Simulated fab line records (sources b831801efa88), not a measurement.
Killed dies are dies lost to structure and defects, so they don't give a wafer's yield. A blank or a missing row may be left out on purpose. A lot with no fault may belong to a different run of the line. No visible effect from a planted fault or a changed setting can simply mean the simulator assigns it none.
Matching of chambers | flow gf180mcu | cmp-02 running GF_CONTACT_CMP_04: 4 sister chambers
The step polishes SiO2. 4 wafers are shown with their chamber, then 8 later ones without.

== EACH WAFER AND ITS CHAMBER ==
wafer  | chamber | motorCurrentA (A)
L951.4 | 0       | 14.3
L952.4 | 2       | 16.2
L952.6 | 3       | 14.7
L956.1 | 1       | 9.4

== WAFERS WHOSE CHAMBER IS MISSING ==
wafer  | motorCurrentA (A)
L956.2 | 14.9
L956.4 | 14.3
L957.1 | 9.3
L957.4 | 15.9
L957.5 | 15.1
L964.1 | 15.5
L964.2 | 14.1
L964.4 | 15.9

== THE CHAMBER EACH PASSED THROUGH ==
wafer  | from the rows above          | in truth
L956.2 | can't be placed: 3 or 0      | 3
L956.4 | can't be placed: 0 or 3      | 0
L957.1 | 1                            | 1
L957.4 | 2                            | 2
L957.5 | can't be placed: 3 or 0      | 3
L964.1 | can't be placed: 2 or 3 or 0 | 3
L964.2 | can't be placed: 0 or 3      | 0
L964.4 | 2                            | 2
3 of 8 placed correctly. From these rows, 5 cannot be placed; in 5 the true chamber is one of the candidates. Number placed wrongly: 0.
How it was worked out, from the rows above alone: a wafer's distance from a chamber is the root of the sum, over the readings, of the square of ((its reading less the chamber's mean) divided by the reading's scatter). The wafer belongs to the nearest chamber; if the next one is less than 2 further off, it can't be placed. Each chamber's mean is taken over the wafers shown for it. The scatter (one wafer shown for each chamber): square how far every hidden wafer sits from the nearest shown wafer, average those squares and take the square root.
